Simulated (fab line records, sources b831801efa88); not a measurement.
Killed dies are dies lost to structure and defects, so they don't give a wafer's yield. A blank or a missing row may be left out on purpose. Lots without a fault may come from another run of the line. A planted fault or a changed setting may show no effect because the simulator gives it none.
Chamber matching | flow gf180mcu | GF_V5_ETCH_16 on rie_diel-02: 4 sister chambers
The step etches BARC in N2/H2. 4 wafers are shown with their chamber, then 8 later ones without.

WAFERS WITH THEIR CHAMBER
wafer  | chamber | drypump_motor_current_A (A)
L086.2 | 0       | 5.4
L086.5 | 2       | 5.7
L086.6 | 1       | 6.1
L090.2 | 3       | 5.5

WAFERS WITHOUT THEIR CHAMBER
wafer  | drypump_motor_current_A (A)
L090.5 | 6.1
L090.6 | 5.7
L092.1 | 6.1
L092.5 | 6.1
L092.6 | 5.7
L094.3 | 5.3
L094.4 | 6.1
L094.5 | 5.3

WHICH CHAMBER EACH WENT THROUGH
wafer  | from the rows above     | in truth
L090.5 | 1                       | 1
L090.6 | 2                       | 2
L092.1 | 1                       | 1
L092.5 | 1                       | 1
L092.6 | 2                       | 2
L094.3 | can't be placed: 0 or 3 | 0
L094.4 | 1                       | 1
L094.5 | can't be placed: 0 or 3 | 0
Placed correctly: 6 of 8. Can't be placed from these rows: 2 (the true chamber is among the candidates in 2). Placed wrongly: 0.
How it was worked out, from the rows above alone: a wafer's distance from a chamber is the root of the sum, over the readings, of the square of ((its reading less the chamber's mean) divided by the reading's scatter). The wafer belongs to the nearest chamber; if the next one is less than 2 further off, it can't be placed. A chamber's mean is the mean of its shown wafers. The scatter: with one shown wafer a chamber, the root of the mean of the squares of how far each hidden wafer lies from its nearest shown one.
